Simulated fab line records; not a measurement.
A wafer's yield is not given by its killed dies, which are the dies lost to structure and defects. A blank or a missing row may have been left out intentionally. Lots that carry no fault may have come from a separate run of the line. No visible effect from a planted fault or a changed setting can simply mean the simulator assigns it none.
Chamber matching :: flow gf180mcu :: cmp-01 running GF_V3_CMP_26: 4 sister chambers
The step polishes, stops on SiO2, t overpolish 15 s, target thk 0 nm. 4 wafers are shown with their chamber, then 8 later ones without.

EACH WAFER AND ITS CHAMBER
wafer: L879.1
chamber: 0
motor_current_A (A): 8.8

wafer: L879.6
chamber: 3
motor_current_A (A): 10.6

wafer: L880.1
chamber: 2
motor_current_A (A): 9.8

wafer: L885.1
chamber: 1
motor_current_A (A): 10.3

WAFERS MISSING THEIR CHAMBER
wafer: L885.4
motor_current_A (A): 10.8

wafer: L885.5
motor_current_A (A): 8.7

wafer: L887.1
motor_current_A (A): 9.1

wafer: L887.3
motor_current_A (A): 9.8

wafer: L887.6
motor_current_A (A): 10.4

wafer: L888.1
motor_current_A (A): 9.6

wafer: L888.2
motor_current_A (A): 9.3

wafer: L888.3
motor_current_A (A): 10.8

WHICH CHAMBER EACH ONE RAN IN
wafer: L885.4
from the rows above: can't be placed: 3 or 1
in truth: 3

wafer: L885.5
from the rows above: 0
in truth: 0

wafer: L887.1
from the rows above: can't be placed: 0 or 2
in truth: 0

wafer: L887.3
from the rows above: 2
in truth: 2

wafer: L887.6
from the rows above: can't be placed: 1 or 3
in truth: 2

wafer: L888.1
from the rows above: 2
in truth: 2

wafer: L888.2
from the rows above: can't be placed: 0 or 2
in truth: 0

wafer: L888.3
from the rows above: can't be placed: 3 or 1
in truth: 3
3 of 8 placed correctly. Not placeable from these rows: 5 (in 4, the candidates include the true chamber). Number placed wrongly: 0.
How it was worked out, from the rows above alone: a wafer's distance from a chamber is the root of the sum, over the readings, of the square of ((its reading less the chamber's mean) divided by the reading's scatter). The wafer belongs to the nearest chamber; if the next one is less than 2 further off, it can't be placed. A chamber's mean is the mean of its shown wafers. The scatter (one wafer shown for each chamber): square how far every hidden wafer sits from the nearest shown wafer, average those squares and take the square root.
